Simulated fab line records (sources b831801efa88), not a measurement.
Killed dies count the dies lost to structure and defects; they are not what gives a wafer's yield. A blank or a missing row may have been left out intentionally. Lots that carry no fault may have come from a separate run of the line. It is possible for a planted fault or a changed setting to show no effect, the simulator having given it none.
Which tool did it? | flow gf180mcu | 18 wafers from 6 lots sampled at 5 of the route's 602 steps

WHAT THE GAUGES READ, wafer by wafer
GF_VT_IMPLANT_RS_MEAS_48: measures by four-point-probe.
lot  | measured     | on           | LVPWELL_RS (ohm/sq)
L180 | day 8 00:16  | filmMetro-03 | 1195 1193 1190
L184 | day 8 23:49  | filmMetro-04 | 1201 1197 1201
L186 | day 9 14:59  | filmMetro-04 | 1198 1200 1198
L189 | day 10 16:14 | filmMetro-03 | 1194 1200 1196
L196 | day 12 13:49 | filmMetro-03 | 1259 1260 1257
L201 | day 14 15:29 | filmMetro-02 | 1197 1200 1194

WHICH TOOL RAN EACH LOT (tool, then ch and the chambers of the sampled wafers, then the start)
lot  | GF_STI_ETCH_13                   | GF_STI_ETCH_14                 | GF_LVPWELL_IMPLANT_08          | GF_MVSD_STRIP_10
L180 | rieDiel-02 ch 1,2,3, day 2 11:44 | rieSi-01 ch 1,2,3, day 2 11:49 | implanter-01 ch 0, day 4 08:28 | plasmaAsher-01 ch 0,1, day 4 22:25
L184 | rieDiel-03 ch 1,2,3, day 3 08:02 | rieSi-02 ch 0,1,3, day 3 08:06 | implanter-04 ch 0, day 5 05:16 | plasmaAsher-02 ch 0,1, day 5 19:23
L186 | rieDiel-02 ch 0,1,2, day 3 18:59 | rieSi-02 ch 1,3, day 3 19:04   | implanter-04 ch 0, day 5 18:28 | plasmaAsher-01 ch 0,1, day 6 09:14
L189 | rieDiel-04 ch 0,1,3, day 4 10:13 | rieSi-02 ch 0,1,2, day 4 10:18 | implanter-01 ch 0, day 6 13:41 | plasmaAsher-03 ch 0,1, day 7 04:41
L196 | rieDiel-03 ch 2,3, day 6 00:35   | rieSi-02 ch 0,1,3, day 6 00:40 | implanter-01 ch 0, day 8 02:40 | plasmaAsher-02 ch 0,1, day 8 19:43
L201 | rieDiel-03 ch 1,2, day 7 00:11   | rieSi-02 ch 0,2,3, day 7 00:16 | implanter-02 ch 0, day 9 19:43 | plasmaAsher-02 ch 0,1, day 10 14:26
- GF_STI_ETCH_13: etches the open film in CHF3/O2, stops on Si, target depth 282.31 nm, time 112.9 s.
- GF_STI_ETCH_14: etches Si in HBr/Cl2/O2, target depth 360 nm, time 102.9 s.
- GF_LVPWELL_IMPLANT_08
- GF_MVSD_STRIP_10: strips in O2/N2.

THE ANSWER, worked out from the rows above alone
Rule: the usual values come from the lots themselves. The widest of any qualifying gaps counts: lots, ordered by their means at a reading, are off when they make up no more than a third of the lots, leave a main group of 4 or more, and stand apart from it by 3 or more times the standard deviation of that group's means. Not used: any main group whose means are identical at the precision the tables above print for the reading. Also off: a lot with no number at a reading for which 4 or more lots have one. The other lots that the step has rows for count as sound.
Off: L196, seen at GF_VT_IMPLANT_RS_MEAS_48 (LVPWELL_RS). Main group: mean 1197 ohm/sq, sd 2.4.
A tool fits if, at a process step before that reading, it ran every lot that is off, and no sound lot after the first of them. Those tools and the gauges at GF_VT_IMPLANT_RS_MEAS_48 are tried in the same way. This does not decide it: 2 tools fit, namely implanter-01 at GF_LVPWELL_IMPLANT_08 and filmMetro-03 at GF_VT_IMPLANT_RS_MEAS_48.

WHAT WAS PUT IN BY THE SIMULATOR
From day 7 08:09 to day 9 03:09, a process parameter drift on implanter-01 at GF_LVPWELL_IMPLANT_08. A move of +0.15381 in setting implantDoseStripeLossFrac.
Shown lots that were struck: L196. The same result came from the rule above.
